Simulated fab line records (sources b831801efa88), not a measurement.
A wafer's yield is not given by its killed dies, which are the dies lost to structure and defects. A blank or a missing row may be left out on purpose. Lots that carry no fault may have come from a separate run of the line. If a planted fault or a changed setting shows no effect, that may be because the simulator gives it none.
fab line records	flow sky130
record: lots: 5	wafers: 15	last-day: 50
route steps=708 shown VIA1@461 METAL2@483
lots that met no fault: from a run of the same line without faults
start-h: start of the lot's first displayed wafer, in hours after the record's first day	wait-h: time in hours since the lot's previous step	" same as the row above	L1.1+2: one row covering several wafers at once	- either no value or no given start	* or withheld: withheld	< > ~ a bound
route shown NAME@n: a module of which the file shows steps, and the number in the route of the first	usual: the fault-free wafers' mean and standard deviation	same: alike in all rows	chamber/n: place in a boat	sites: the reading at each site	_std_site: their standard deviation	_edge_site: inner sites' mean taken away from outer sites' mean	radius-mm: how far each site lies from the wafer's centre	mask NAME#n: copy n	behind: tool/chamber where the wafer was last shaped	hold: why the lot went on hold/how many hours it stayed there/how the hold came to an end	device: whichever transistor did not switch (one of n, p or np)	end of line: the same wafers' tests at the end of the route	a step without rows: its recipe alone	killed: count of dies lost to structure and defects at first sort (not the wafer's yield)	map: the dies of a wafer, with x for killed, . for not killed, _ for no die there
set.NAME: the setting as run; set.NAME@STEP: as run at that earlier step	model.NAME: the simulator's own value behind a step, which no gauge read
lots at selected steps of the route; one table per step, one row per wafer
services: when a tool's chamber went out of use (start-h, in hours from the record's first day, below 0 if earlier), for how many hours, and the reason
== steps ==
step: SKY_VIA1_BOW_MEAS_03
recipe: mode: bow
usual: VIA1_BOW: 82/7.7
lot.wafer	tool	chamber	start-h	wait-h	VIA1_BOW[um]
L076.2	film-metro-04	-	774.18	0.2	80
L076.4	"	-	"	"	76
L076.5	"	-	"	"	79
L078.1	film-metro-03	-	794.74	0.1	76
L078.5	"	-	"	"	79
L078.6	"	-	"	"	85
L081.1	film-metro-04	-	821.58	0.2	81
L081.2	"	-	"	"	81
L081.6	"	-	"	"	79
L090.1	film-metro-04	-	887.74	0.1	88
L090.2	"	-	"	"	99
L090.3	"	-	"	"	88
L097.2	film-metro-02	-	929.29	0.2	77
L097.3	"	-	"	"	72
L097.6	"	-	"	"	75
step: SKY_VIA1_DEHYDRATE_04
recipe: temp-c: 200	time-s: 60
usual: resist-line-temp-C: 22.98/0.1
lot.wafer	tool	chamber	start-h	wait-h	resist-line-temp-C
L076.2	litho-track-02	0	787.18	13.0	22.99
L076.4	"	0	"	"	23.11
L076.5	"	0	"	"	22.90
L078.1	litho-track-04	0	806.91	12.2	22.98
L078.5	"	0	"	"	22.93
L078.6	"	0	"	"	22.96
L081.1	litho-track-02	0	833.71	12.1	22.87
L081.2	"	0	"	"	23.07
L081.6	"	0	"	"	22.93
L090.1	litho-track-01	0	899.89	12.1	22.78
L090.2	"	0	"	"	23.05
L090.3	"	0	"	"	23.06
L097.2	litho-track-02	0	941.18	11.9	22.90
L097.3	"	0	"	"	22.89
L097.6	"	0	"	"	22.97
step: SKY_VIA1_HMDS_05
recipe: prime-time-s: 60	prime-temp-c: 120
usual: resist-line-temp-C: 22.97/0.11
lot.wafer	tool	chamber	start-h	wait-h	resist-line-temp-C
L076.2	litho-track-02	0	787.33	0.1	23.07
L076.4	"	0	"	"	23.08
L076.5	"	0	"	"	23.12
L078.1	litho-track-04	0	807.06	0.1	22.88
L078.5	"	0	"	"	23.01
L078.6	"	0	"	"	22.88
L081.1	litho-track-02	0	833.86	0.1	23.10
L081.2	"	0	"	"	23.02
L081.6	"	0	"	"	23.07
L090.1	litho-track-01	0	900.04	0.1	22.90
L090.2	"	0	"	"	22.72
L090.3	"	0	"	"	22.91
L097.2	litho-track-02	0	941.33	0.1	23.07
L097.3	"	0	"	"	23.10
L097.6	"	0	"	"	22.88
step: SKY_VIA1_COAT_06
recipe: resist: BARC	temp-c: withheld	time-s: withheld	spin-rpm: 3000	resist-thk-nm: 60
usual: resist-line-temp-C: *
lot.wafer	tool	chamber	start-h	wait-h	resist-line-temp-C
L076.2	litho-track-02	0	787.48	0.1	*
L076.4	"	0	"	"	*
L076.5	"	0	"	"	*
L078.1	litho-track-04	0	807.21	0.1	*
L078.5	"	0	"	"	*
L078.6	"	0	"	"	*
L081.1	litho-track-02	0	834.01	0.1	*
L081.2	"	0	"	"	*
L081.6	"	0	"	"	*
L090.1	litho-track-01	0	900.19	0.1	*
L090.2	"	0	"	"	*
L090.3	"	0	"	"	*
L097.2	litho-track-02	0	941.48	0.1	*
L097.3	"	0	"	"	*
L097.6	"	0	"	"	*
step: SKY_VIA1_COAT_07
recipe: resist: KrF-thick	spin-rpm: 3000	resist-thk-nm: 450
usual: resist-line-temp-C: 23.01/0.099
lot.wafer	tool	chamber	start-h	wait-h	resist-line-temp-C
L076.2	litho-track-02	0	-	-	22.95
L076.4	"	0	"	"	23.05
L076.5	"	0	"	"	23.08
L078.1	litho-track-04	0	-	-	23.03
L078.5	"	0	"	"	23.02
L078.6	"	0	"	"	22.98
L081.1	litho-track-02	0	-	-	22.97
L081.2	"	0	"	"	22.94
L081.6	"	0	"	"	23.03
L090.1	litho-track-01	0	-	-	22.98
L090.2	"	0	"	"	22.93
L090.3	"	0	"	"	23.02
L097.2	litho-track-02	0	-	-	22.90
L097.3	"	0	"	"	22.94
L097.6	"	0	"	"	22.89
step: SKY_VIA1_SOFTBAKE_08
recipe: temp-c: 100	time-s: 90	resist: KrF-thick
usual: resist-line-temp-C: 23.00/0.096
lot.wafer	tool	chamber	start-h	wait-h	resist-line-temp-C
L076.2	litho-track-02	0	-	-	23.19
L076.4	"	0	"	"	23.19
L076.5	"	0	"	"	23.01
L078.1	litho-track-04	0	-	-	22.83
L078.5	"	0	"	"	22.93
L078.6	"	0	"	"	23.01
L081.1	litho-track-02	0	-	-	22.87
L081.2	"	0	"	"	22.97
L081.6	"	0	"	"	22.84
L090.1	litho-track-01	0	-	-	23.06
L090.2	"	0	"	"	23.06
L090.3	"	0	"	"	23.01
L097.2	litho-track-02	0	-	-	22.88
L097.3	"	0	"	"	22.91
L097.6	"	0	"	"	23.10
step: SKY_VIA1_EXPOSE_09
recipe: mask-id: VIM	na: 0.8	source-shape: annular	sigma-inner: 0.55	sigma-outer: 0.85	target-cd-nm: 150	dose-mj: 38
same: sigma-outer: 0.85
lot.wafer	tool	chamber	start-h	wait-h	mask
L076.2+4+5	krf-scanner-02	0	-	-	VIM#0
L078.1+5+6	krf-scanner-02	0	-	-	VIM#0
L081.1+2+6	krf-scanner-01	0	-	-	VIM#0
L090.1+2+3	krf-scanner-01	0	-	-	VIM#0
L097.2+3+6	krf-scanner-02	0	-	-	VIM#0
step: SKY_VIA1_PEB_10
recipe: peb-temp-c: withheld	peb-time-s: withheld	resist: KrF-thick
usual: resist-line-temp-C: *
lot.wafer	tool	chamber	start-h	wait-h	resist-line-temp-C
L076.2	litho-track-04	0	-	-	*
L076.4	"	0	"	"	*
L076.5	"	0	"	"	*
L078.1	litho-track-04	0	-	-	*
L078.5	"	0	"	"	*
L078.6	"	0	"	"	*
L081.1	litho-track-02	0	-	-	*
L081.2	"	0	"	"	*
L081.6	"	0	"	"	*
L090.1	litho-track-04	0	-	-	*
L090.2	"	0	"	"	*
L090.3	"	0	"	"	*
L097.2	litho-track-04	0	-	-	*
L097.3	"	0	"	"	*
L097.6	"	0	"	"	*
step: SKY_VIA1_DEVELOP_11
recipe: develop-time-s: 60	resist: KrF-thick	dev-temp-c: 21
usual: resist-line-temp-C: 23.00/0.11
lot.wafer	tool	chamber	start-h	wait-h	resist-line-temp-C
L076.2	litho-track-04	0	-	-	23.01
L076.4	"	0	"	"	23.03
L076.5	"	0	"	"	22.91
L078.1	litho-track-04	0	-	-	23.05
L078.5	"	0	"	"	23.20
L078.6	"	0	"	"	22.96
L081.1	litho-track-02	0	-	-	23.00
L081.2	"	0	"	"	23.07
L081.6	"	0	"	"	23.03
L090.1	litho-track-04	0	-	-	22.96
L090.2	"	0	"	"	23.10
L090.3	"	0	"	"	23.00
L097.2	litho-track-04	0	-	-	23.18
L097.3	"	0	"	"	23.17
L097.6	"	0	"	"	23.21
step: SKY_VIA1_CD_MEAS_12
recipe: target-cd-nm: 150
usual: cd-nm: 150.7/1.6
lot.wafer	tool	chamber	start-h	wait-h	cd-nm
L076.2	cd-sem-01	-	800.58	-	150.6
L076.4	"	-	"	"	150.1
L076.5	"	-	"	"	151.6
L078.1	cd-sem-01	-	821.11	-	154.7
L078.5	"	-	"	"	152.1
L078.6	"	-	"	"	153.2
L081.1	cd-sem-02	-	847.51	-	149.9
L081.2	"	-	"	"	150.8
L081.6	"	-	"	"	150.2
L090.1	cd-sem-01	-	912.86	-	152.1
L090.2	"	-	"	"	151.4
L090.3	"	-	"	"	151.4
L097.2	cd-sem-01	-	953.33	-	149.8
L097.3	"	-	"	"	153.4
L097.6	"	-	"	"	152.0
step: SKY_VIA1_OVL_MEAS_13
usual: VIA1_OVL: 2/6.9
lot.wafer	tool	chamber	start-h	wait-h	VIA1_OVL[nm]
L076.2	overlay-01	-	800.68	0.1	-3
L076.4	"	-	"	"	-6
L076.5	"	-	"	"	-1
L078.1	overlay-01	-	821.23	0.1	10
L078.5	"	-	"	"	13
L078.6	"	-	"	"	13
L081.1	overlay-02	-	847.63	0.1	-5
L081.2	"	-	"	"	-6
L081.6	"	-	"	"	-3
L090.1	overlay-01	-	912.98	0.1	8
L090.2	"	-	"	"	5
L090.3	"	-	"	"	8
L097.2	overlay-02	-	953.44	0.1	0
L097.3	"	-	"	"	-3
L097.6	"	-	"	"	-5
step: SKY_VIA1_ETCH_14
recipe: chemistry: N2/H2	target: BARC	ion-energy-ev: 200	source-w: 500	bias-w: 100	pressure-mtorr: 30	n2-flow-sccm: 100	h2-flow-sccm: 200	stop-on: SiO2	time-s: 45.9	target-depth-a: 600
usual: drypump-motor-current-A: 5.6/0.47	oes-product-au: 0.854/0.0049	throttle-valve-pct: 13.226/0.0094
lot.wafer	tool	chamber	start-h	wait-h	drypump-motor-current-A	oes-product-au	rf-hours-counter-h	throttle-valve-pct
L076.2	rie-diel-04	0	800.71	0.0	5.0	0.862	9	13.237
L076.4	"	2	"	"	6.0	0.857	4	13.238
L076.5	"	1	"	"	5.9	0.850	-	13.223
L078.1	rie-diel-01	0	821.27	0.0	6.4	0.853	18	13.227
L078.5	"	2	"	"	5.6	0.840	-	13.227
L078.6	"	1	"	"	5.9	0.856	-	13.225
L081.1	rie-diel-01	0	847.66	0.0	6.4	0.855	18	13.230
L081.2	"	2	"	"	5.6	0.852	11	13.243
L081.6	"	3	"	"	4.9	0.849	-	13.235
L090.1	rie-diel-02	2	913.02	0.0	5.6	0.851	12	13.242
L090.2	"	0	"	"	5.9	0.854	10	13.221
L090.3	"	3	"	"	5.3	0.854	11	13.226
L097.2	rie-diel-04	3	953.47	0.0	5.8	0.851	5	13.235
L097.3	"	1	"	"	5.9	0.845	19	13.216
L097.6	"	2	"	"	6.0	0.844	-	13.222
step: SKY_VIA1_ETCH_15
recipe: target: SiO2	chemistry: C4F8/O2/Ar	target-depth-nm: 351	stop-on: TiN	mask-material: KrF-thick	source-w: 1500	bias-w: 1200	pressure-mtorr: 40	c4f8-flow-sccm: withheld	O2_flow_sccm: 6	Ar_flow_sccm: 300	time-s: 54
usual: oes-product-au: 0.979/0.006
lot.wafer	tool	chamber	start-h	wait-h	oes-product-au	rf-hours-counter-h
L076.2	rie-diel-04	0	800.76	0.0	0.981	9
L076.4	"	2	"	"	0.979	4
L076.5	"	1	"	"	0.976	-
L078.1	rie-diel-01	0	821.31	0.0	0.987	18
L078.5	"	2	"	"	0.977	-
L078.6	"	1	"	"	0.994	-
L081.1	rie-diel-01	0	847.71	0.0	0.978	18
L081.2	"	2	"	"	0.966	11
L081.6	"	3	"	"	0.982	-
L090.1	rie-diel-02	2	913.06	0.0	0.976	12
L090.2	"	0	"	"	0.973	10
L090.3	"	3	"	"	0.973	11
L097.2	rie-diel-04	3	953.51	0.0	0.977	5
L097.3	"	1	"	"	0.976	19
L097.6	"	2	"	"	0.986	-
step: SKY_VIA1_STRIP_16
recipe: chemistry: O2/N2	power-w: 1400	pressure-mtorr: 1500	platen-temp-c: withheld	o2-flow-sccm: 3000	n2-flow-sccm: 300	overash-fraction: 0.5
usual: drypump-motor-current-A: 6.20/0.27	oes-product-au: 0.416/0.0047	strip-time-to-endpoint-s: 4.452/0.023
lot.wafer	tool	chamber	start-h	wait-h	drypump-motor-current-A	oes-product-au	rf-hours-counter-h	strip-time-to-endpoint-s
L076.2	plasma-asher-01	1	800.80	0.0	6.39	0.409	100	4.429
L076.4	"	1	"	"	6.38	0.416	-	4.431
L076.5	"	0	"	"	5.85	0.421	-	4.480
L078.1	plasma-asher-04	0	821.35	0.0	6.35	0.415	71	4.462
L078.5	"	0	"	"	6.34	0.416	-	4.479
L078.6	"	1	"	"	6.26	0.421	-	4.442
L081.1	plasma-asher-04	1	847.75	0.0	6.23	0.421	74	4.470
L081.2	"	0	"	"	6.34	0.414	74	4.461
L081.6	"	1	"	"	6.27	0.411	-	4.466
L090.1	plasma-asher-02	1	913.11	0.0	6.51	0.421	15	4.450
L090.2	"	0	"	"	5.76	0.423	15	4.463
L090.3	"	1	"	"	6.54	0.410	-	4.441
L097.2	plasma-asher-01	0	953.56	0.0	5.81	0.409	116	4.449
L097.3	"	0	"	"	5.84	0.413	-	4.478
L097.6	"	1	"	"	6.35	0.412	-	4.458
step: SKY_VIA1_STRIP_17
recipe: chemistry: post-etch-residue-remover	time-s: 1200	temp-c: 72.5
usual: temp-c: 72.49/0.13
lot.wafer	tool	chamber	start-h	wait-h	temp-c
L076.2	wet-bench-04	2	800.90	0.1	72.40
L076.4	"	2	"	"	72.45
L076.5	"	2	"	"	72.33
L078.1	wet-bench-02	3	821.45	0.1	72.60
L078.5	"	3	"	"	72.75
L078.6	"	3	"	"	72.61
L081.1	wet-bench-01	2	847.85	0.1	72.64
L081.2	"	2	"	"	72.59
L081.6	"	2	"	"	72.68
L090.1	wet-bench-04	1	913.21	0.1	72.53
L090.2	"	1	"	"	72.57
L090.3	"	1	"	"	72.50
L097.2	wet-bench-04	3	953.66	0.1	72.59
L097.3	"	3	"	"	72.58
L097.6	"	3	"	"	72.53
step: SKY_VIA1_CLEAN_18
recipe: chemistry: IPA	time-s: 180	temp-c: 25
usual: temp-c: 25.00/0.1
lot.wafer	tool	chamber	start-h	wait-h	temp-c
L076.2	wet-bench-02	2	801.25	0.0	25.15
L076.4	"	2	"	"	25.09
L076.5	"	2	"	"	25.10
L078.1	wet-bench-04	0	821.83	0.0	25.12
L078.5	"	0	"	"	24.95
L078.6	"	0	"	"	24.89
L081.1	wet-bench-02	2	848.20	0.0	25.07
L081.2	"	2	"	"	24.88
L081.6	"	2	"	"	24.91
L090.1	wet-bench-02	0	913.55	0.0	25.05
L090.2	"	0	"	"	25.11
L090.3	"	0	"	"	24.94
L097.2	wet-bench-01	3	954.00	0.0	25.08
L097.3	"	3	"	"	25.05
L097.6	"	3	"	"	25.16
step: SKY_VIA1_CLEAN_19
recipe: chemistry: O3/DIW	dry: n2-spin
lot.wafer	tool	chamber	start-h	wait-h
L076.2+4+5	wet-bench-01	0	801.30	0.0
L078.1+5+6	wet-bench-01	1	821.89	0.0
L081.1+2+6	wet-bench-04	3	848.25	0.0
L090.1+2+3	wet-bench-04	0	913.61	0.0
L097.2+3+6	wet-bench-02	3	954.06	0.0
step: SKY_VIA1_SPUTTER_20
recipe: material: TiN	target-thk-nm: 20	chamber-pressure-pa: 5	power-w: 4000	time-s: 80
usual: cathode-dc-power-W: 4000.0/0.76	throttle-valve-pct: 30.4/1.4
lot.wafer	tool	chamber	start-h	wait-h	cathode-dc-power-W	throttle-valve-pct
L076.2	pvd-sputter-04	-	801.40	0.0	3999.0	33.0
L076.4	"	-	"	"	3999.0	32.1
L076.5	"	-	"	"	3999.6	29.3
L078.1	pvd-sputter-03	-	821.99	0.0	4000.6	29.6
L078.5	"	-	"	"	4000.2	29.2
L078.6	"	-	"	"	4000.1	31.0
L081.1	pvd-sputter-01	-	848.35	0.0	4000.7	28.7
L081.2	"	-	"	"	3999.5	30.5
L081.6	"	-	"	"	4000.2	30.5
L090.1	pvd-sputter-03	-	913.70	0.0	3998.5	30.5
L090.2	"	-	"	"	3999.8	29.7
L090.3	"	-	"	"	3999.9	29.6
L097.2	pvd-sputter-01	-	954.15	0.0	3999.9	28.6
L097.3	"	-	"	"	4000.5	30.6
L097.6	"	-	"	"	4002.0	30.8
step: SKY_VIA1_CVD_21
recipe: material: W	target-thk-nm: 270	time-s: 80.902	temp-c: 400	pressure-torr: 40
usual: chamber-pressure-Torr: 40.00/0.091	heater-power-w: 785/65
lot.wafer	tool	chamber	start-h	wait-h	chamber-pressure-Torr	heater-power-w
L076.2	cvd-w-01	0	801.46	0.0	40.12	670
L076.4	"	0	"	"	40.17	679
L076.5	"	1	"	"	39.99	778
L078.1	cvd-w-01	0	822.05	0.0	39.89	683
L078.5	"	1	"	"	39.89	796
L078.6	"	0	"	"	39.92	676
L081.1	cvd-w-01	1	848.41	0.0	39.95	787
L081.2	"	0	"	"	39.97	683
L081.6	"	0	"	"	39.94	675
L090.1	cvd-w-02	0	918.98	5.2	39.90	796
L090.2	"	1	"	"	39.96	819
L090.3	"	1	"	"	39.96	791
L097.2	cvd-w-01	0	954.21	0.0	40.04	685
L097.3	"	1	"	"	39.97	810
L097.6	"	0	"	"	39.96	681
step: SKY_VIA1_RS_MEAS_22
recipe: thk-meas-gauge: four-point-probe	reads: W_of_VIA1_CVD_21+TiN_of_VIA1_SPUTTER_20
usual: VIA1_W_RS: 0.427/0.0051
lot.wafer	tool	chamber	start-h	wait-h	VIA1_W_RS[ohm/sq]
L076.2	film-metro-04	-	801.58	0.1	0.427
L076.4	"	-	"	"	0.427
L076.5	"	-	"	"	0.421
L078.1	film-metro-04	-	822.14	0.1	0.431
L078.5	"	-	"	"	0.421
L078.6	"	-	"	"	0.430
L081.1	film-metro-03	-	848.51	0.1	0.422
L081.2	"	-	"	"	0.432
L081.6	"	-	"	"	0.426
L090.1	film-metro-02	-	919.07	0.1	0.422
L090.2	"	-	"	"	0.414
L090.3	"	-	"	"	0.415
L097.2	film-metro-02	-	954.32	0.1	0.433
L097.3	"	-	"	"	0.428
L097.6	"	-	"	"	0.432
step: SKY_VIA1_THK_MEAS_23
recipe: thk-meas-gauge: xrf	reads: W_of_VIA1_CVD_21
usual: VIA1_W_THK: 270/3.5
lot.wafer	tool	chamber	start-h	wait-h	VIA1_W_THK[nm]
L076.2	film-metro-04	-	801.69	0.1	270
L076.4	"	-	"	"	270
L076.5	"	-	"	"	275
L078.1	film-metro-04	-	822.26	0.1	268
L078.5	"	-	"	"	273
L078.6	"	-	"	"	268
L081.1	film-metro-03	-	848.63	0.1	272
L081.2	"	-	"	"	266
L081.6	"	-	"	"	269
L090.1	film-metro-02	-	919.19	0.1	274
L090.2	"	-	"	"	281
L090.3	"	-	"	"	278
L097.2	film-metro-02	-	954.43	0.1	267
L097.3	"	-	"	"	271
L097.6	"	-	"	"	267
step: SKY_VIA1_CMP_24
recipe: stop-on: SiO2	t-overpolish-s: 15	down-force-psi: 3.5	platen-rpm: 60	target-thk-nm: 0	pad-velocity-m-s: 0.94248
usual: motor-current-A: 11.2/1.3	overpolish-run-s: 15.001/0.01	time-to-endpoint-s: 65.0/2.3
lot.wafer	tool	chamber	start-h	wait-h	motor-current-A	overpolish-run-s	time-to-endpoint-s
L076.2	cmp-02	2	801.74	0.0	12.3	14.994	70.4
L076.4	"	3	"	"	9.3	15.000	70.5
L076.5	"	2	"	"	13.5	15.002	70.2
L078.1	cmp-02	1	822.47	0.2	10.3	14.996	69.2
L078.6	"	2	"	"	12.9	14.994	66.8
L078.5	"	3	"	"	9.2	15.021	66.9
L081.2	cmp-02	1	848.69	0.0	10.5	14.999	68.1
L081.1	"	3	"	"	9.8	15.014	67.2
L081.6	"	2	"	"	13.3	15.010	67.6
L090.3	cmp-02	1	919.52	0.3	10.7	15.005	65.3
L090.1	"	2	"	"	13.2	15.003	67.5
L090.2	"	3	"	"	9.3	14.994	66.5
L097.3	cmp-02	3	954.53	0.1	9.5	15.015	63.5
L097.2	"	0	"	"	10.9	15.003	63.2
L097.6	"	3	"	"	9.6	15.009	65.8
step: SKY_METAL2_SPUTTER_00
recipe: material: Ti	target-thk-nm: 15	power-w: 3000	time-s: 10	chamber-pressure-pa: 0.4
usual: cathode-dc-power-W: 3000.1/0.52	throttle-valve-pct: 30.7/1.2
lot.wafer	tool	chamber	start-h	wait-h	cathode-dc-power-W	throttle-valve-pct
L076.2	pvd-sputter-02	-	802.04	0.2	3000.6	29.0
L076.4	"	-	"	"	2999.9	31.7
L076.5	"	-	"	"	2999.7	31.1
L078.1	pvd-sputter-04	-	822.62	0.1	3000.4	29.2
L078.5	"	-	"	"	3000.0	33.3
L078.6	"	-	"	"	3000.6	31.6
L081.1	pvd-sputter-04	-	848.99	0.1	3000.4	33.3
L081.2	"	-	"	"	2999.7	29.1
L081.6	"	-	"	"	3000.6	33.0
L090.1	pvd-sputter-04	-	919.77	0.1	3000.1	29.1
L090.2	"	-	"	"	2999.9	33.2
L090.3	"	-	"	"	3000.3	32.1
L097.2	pvd-sputter-02	-	954.78	0.1	2999.9	29.3
L097.3	"	-	"	"	3000.1	31.2
L097.6	"	-	"	"	2999.9	31.1
step: SKY_METAL2_SPUTTER_01
recipe: material: TiN	target-thk-nm: 20	power-w: 6500	time-s: 16.7	chamber-pressure-pa: 0.4
usual: cathode-dc-power-W: 6500.1/1.3	throttle-valve-pct: 30.7/1.2
lot.wafer	tool	chamber	start-h	wait-h	cathode-dc-power-W	throttle-valve-pct
L076.2	pvd-sputter-02	-	802.06	0.0	6498.6	29.1
L076.4	"	-	"	"	6500.2	31.4
L076.5	"	-	"	"	6501.0	31.1
L078.1	pvd-sputter-04	-	822.64	0.0	6498.2	29.5
L078.5	"	-	"	"	6498.3	33.2
L078.6	"	-	"	"	6500.3	32.2
L081.1	pvd-sputter-04	-	849.01	0.0	6498.9	33.1
L081.2	"	-	"	"	6499.5	29.1
L081.6	"	-	"	"	6499.9	33.1
L090.1	pvd-sputter-04	-	919.79	0.0	6498.2	29.3
L090.2	"	-	"	"	6500.2	33.4
L090.3	"	-	"	"	6499.9	32.0
L097.2	pvd-sputter-02	-	954.80	0.0	6499.6	29.1
L097.3	"	-	"	"	6501.4	31.4
L097.6	"	-	"	"	6498.4	31.1
step: SKY_METAL2_SPUTTER_02
recipe: material: AlCu	target-thk-nm: 250	power-w: 10600	time-s: 13.3	chamber-pressure-pa: 0.4
usual: cathode-dc-power-W: 10600/1.9	throttle-valve-pct: 30.7/1.2
lot.wafer	tool	chamber	start-h	wait-h	cathode-dc-power-W	throttle-valve-pct
L076.2	pvd-sputter-02	-	802.09	0.0	10600	29.1
L076.4	"	-	"	"	10600	31.5
L076.5	"	-	"	"	10598	30.9
L078.1	pvd-sputter-04	-	822.67	0.0	10598	29.1
L078.5	"	-	"	"	10599	33.1
L078.6	"	-	"	"	10601	31.8
L081.1	pvd-sputter-04	-	849.04	0.0	10602	33.2
L081.2	"	-	"	"	10597	29.3
L081.6	"	-	"	"	10599	33.1
L090.1	pvd-sputter-04	-	919.82	0.0	10601	29.1
L090.2	"	-	"	"	10597	33.0
L090.3	"	-	"	"	10598	32.3
L097.2	pvd-sputter-02	-	954.83	0.0	10597	29.5
L097.3	"	-	"	"	10602	31.6
L097.6	"	-	"	"	10599	30.9
step: SKY_METAL2_SPUTTER_03
recipe: material: Ti	target-thk-nm: 5	power-w: 3000	time-s: 3.3	chamber-pressure-pa: 0.4
usual: cathode-dc-power-W: 3000.0/0.57	throttle-valve-pct: 30.7/1.2
lot.wafer	tool	chamber	start-h	wait-h	cathode-dc-power-W	throttle-valve-pct
L076.2	pvd-sputter-02	-	802.11	0.0	3000.1	29.3
L076.4	"	-	"	"	3000.5	31.5
L076.5	"	-	"	"	3000.7	30.7
L078.1	pvd-sputter-04	-	822.69	0.0	2999.6	29.6
L078.5	"	-	"	"	3000.2	33.3
L078.6	"	-	"	"	3000.2	32.1
L081.1	pvd-sputter-04	-	849.06	0.0	2999.0	32.9
L081.2	"	-	"	"	2999.8	29.3
L081.6	"	-	"	"	3000.2	33.2
L090.1	pvd-sputter-04	-	919.84	0.0	2999.4	29.7
L090.2	"	-	"	"	3000.9	32.9
L090.3	"	-	"	"	3000.7	31.7
L097.2	pvd-sputter-02	-	954.85	0.0	3000.4	29.1
L097.3	"	-	"	"	2998.7	31.6
L097.6	"	-	"	"	3000.1	30.9
== services ==
tool	chamber	start-h	hours	kind
rie-diel-02	3	764.44	26.5	repair
pvd-sputter-01	-	765.70	12.3	repair
rie-diel-01	3	772.81	12.5	repair
cvd-w-01	-	775.39	1.0	repair
rie-diel-01	0	775.66	3.3	repair
pvd-sputter-02	-	775.77	2.7	repair
krf-scanner-02	-	780.23	0.8	pm
pvd-sputter-01	-	781.16	50.1	repair
krf-scanner-01	-	794.00	1.3	pm
rie-diel-01	0	798.87	4.5	repair
rie-diel-01	1	807.07	13.0	repair
pvd-sputter-01	-	812.53	1.7	repair
rie-diel-02	1	821.04	10.0	repair
krf-scanner-01	-	823.00	0.8	pm
krf-scanner-01	-	827.24	1.0	pm
rie-diel-04	0	837.38	3.6	repair
rie-diel-04	0	862.77	3.0	repair
rie-diel-02	0	865.09	16.8	repair
krf-scanner-02	-	870.24	1.3	pm
krf-scanner-02	-	890.98	1.0	pm
cvd-w-01	-	901.57	28.1	pm
rie-diel-04	3	913.90	3.4	repair
krf-scanner-02	-	916.14	0.2	repair
krf-scanner-02	-	949.03	0.8	pm
== key ==
fault none
